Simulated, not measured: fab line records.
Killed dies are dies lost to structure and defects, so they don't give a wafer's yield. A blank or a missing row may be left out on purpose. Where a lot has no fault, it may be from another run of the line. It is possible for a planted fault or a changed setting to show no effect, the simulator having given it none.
Which tool was responsible? | flow gf180mcu | 13 lots, 39 wafers sampled, at 4 steps of a route of 602

## WHAT THE GAUGES SHOWED, per wafer
GF_STI_BOW_MEAS_00.
lot  | measured    | on            | INCOMING_BOW (um)
L370 | day 1 15:00 | film metro-03 | -12 5 -2
L371 | day 1 20:00 | film metro-01 | 0 -3 4
L372 | day 2 01:00 | film metro-01 | -8 -6 -12
L373 | day 2 06:02 | film metro-03 | -1 -7 -5
L375 | day 2 16:01 | film metro-01 | -1 6 0
L376 | day 2 21:01 | film metro-03 | -7 2 -9
L386 | day 4 23:00 | film metro-02 | -3 -5 -2
L387 | day 5 04:02 | film metro-02 | -2 1 8
L388 | day 5 09:02 | film metro-03 | 7 -1 8
L389 | day 5 14:01 | film metro-03 | -11 0 -7
L390 | day 5 19:01 | film metro-02 | -14 4 -2
L391 | day 6 00:00 | film metro-02 | -3 3 9
L392 | day 6 05:02 | film metro-03 | -1 3 0

GF_STI_CD_MEAS_12: the cd target is 220 nm.
lot  | measured    | on        | cd nm (nm)
L370 | day 2 06:09 | cd sem-01 | 220.7 219.3 219.7
L371 | day 2 11:52 | cd sem-01 | 221.2 220.9 222.4
L372 | day 2 16:00 | cd sem-02 | 218.6 221.4 219.1
L373 | day 2 21:47 | cd sem-02 | 221.0 221.9 221.9
L375 | day 3 07:56 | cd sem-02 | 220.3 219.5 220.5
L376 | day 3 12:54 | cd sem-02 | 175.3 174.9 175.6
L386 | day 5 20:19 | cd sem-02 | 219.3 219.0 219.4
L387 | day 5 22:58 | cd sem-02 | 218.8 219.1 218.5
L388 | day 6 03:01 | cd sem-01 | 221.8 221.5 220.7
L389 | day 6 07:12 | cd sem-01 | 221.3 222.2 222.1
L390 | day 6 15:12 | cd sem-01 | 220.6 221.2 220.2
L391 | day 6 19:54 | cd sem-02 | 217.1 218.0 217.7
L392 | day 7 00:29 | cd sem-01 | 219.3 218.9 218.6

GF_MVPSD_TW_MEAS_11.
lot  | measured     | on            | MVPSD_TW
L370 | day 5 05:56  | film metro-04 | 551.4 555.1 557.7
L371 | day 5 12:07  | film metro-03 | 557.4 555.0 556.3
L372 | day 5 16:36  | film metro-04 | 554.1 553.5 556.0
L373 | day 5 22:41  | film metro-03 | 557.7 554.7 554.9
L375 | day 6 11:38  | film metro-03 | 561.9 556.5 559.9
L386 | day 9 08:25  | film metro-01 | 557.1 557.2 553.7
L387 | day 9 11:02  | film metro-01 | 559.2 558.0 556.4
L388 | day 9 17:32  | film metro-04 | 561.5 557.3 561.9
L389 | day 9 23:20  | film metro-03 | 555.9 557.0 560.1
L390 | day 10 14:33 | film metro-03 | 561.2 558.6 557.9
L391 | day 10 13:49 | film metro-04 | 555.0 559.0 558.9
L392 | day 11 01:59 | film metro-03 | 558.6 558.1 556.4

## WHAT TOOL EACH LOT RAN ON (gives the tool, then ch and the chambers of the sampled wafers, and finally the start)
lot  | GF_STI_EXPOSE_09
L370 | krf scanner-02 ch 0, day 2 00:41
L371 | krf scanner-01 ch 0, day 2 05:41
L372 | krf scanner-02 ch 0, day 2 10:59
L373 | krf scanner-01 ch 0, day 2 15:31
L375 | krf scanner-02 ch 0, day 3 01:51
L376 | krf scanner-01 ch 0, day 3 06:27
L386 | krf scanner-02 ch 0, day 5 12:45
L387 | krf scanner-01 ch 0, day 5 16:04
L388 | krf scanner-01 ch 0, day 5 20:00
L389 | krf scanner-02 ch 0, day 6 00:05
L390 | krf scanner-01 ch 0, day 6 07:57
L391 | krf scanner-02 ch 0, day 6 12:37
L392 | krf scanner-02 ch 0, day 6 17:00
- GF_STI_EXPOSE_09: exposes mask COMP, target cd 220 nm.

## WHAT THE TOOLS THEMSELVES READ (means of the sampled wafers that have a number; where no wafer has one, the mark that the record gives instead)
GF_STI_EXPOSE_09.
lot  | tool           | focus offset nm (nm)
L370 | krf scanner-02 | 0.0
L371 | krf scanner-01 | -0.1
L372 | krf scanner-02 | 0.1
L373 | krf scanner-01 | 0.3
L375 | krf scanner-02 | -0.4
L376 | krf scanner-01 | 0.2
L386 | krf scanner-02 | 0.6
L387 | krf scanner-01 | 0.1
L388 | krf scanner-01 | -0.6
L389 | krf scanner-02 | 0.1
L390 | krf scanner-01 | -0.2
L391 | krf scanner-02 | -0.3
L392 | krf scanner-02 | -0.3

## THE ANSWER, worked out from the rows above alone
Rule: usual is defined by the lots themselves. Put in order of their means at a reading, lots are off if they are a third of the lots or fewer, leave a main group of 4 or more, and stand apart from it by a gap of 3 or more times the standard deviation of the main group's means; of several such gaps the widest counts. A main group is skipped when, at the precision printed for the reading in the tables above, its means are all equal. Also off: a lot with no number at a reading for which 4 or more lots have one. The other lots that the step has rows for count as sound. Order of review: gauges by route order, followed by the tools' own readings, for which a lot's mean as printed above is used. At the first step where some lot is off, the reading lying furthest off is the one used; lots without a number count as furthest.
Off: L376 (GF_STI_CD_MEAS_12, cd nm). Mean 220.1 nm and standard deviation 1.3 in the main group.
If a tool, at a process step before that reading, ran all the lots that are off and no sound lot after the first of them, it fits. Gauges at GF_STI_CD_MEAS_12: tried the same way as those tools. No candidate that was tried fits.

## WHAT HAD BEEN PUT IN BY THE SIMULATOR
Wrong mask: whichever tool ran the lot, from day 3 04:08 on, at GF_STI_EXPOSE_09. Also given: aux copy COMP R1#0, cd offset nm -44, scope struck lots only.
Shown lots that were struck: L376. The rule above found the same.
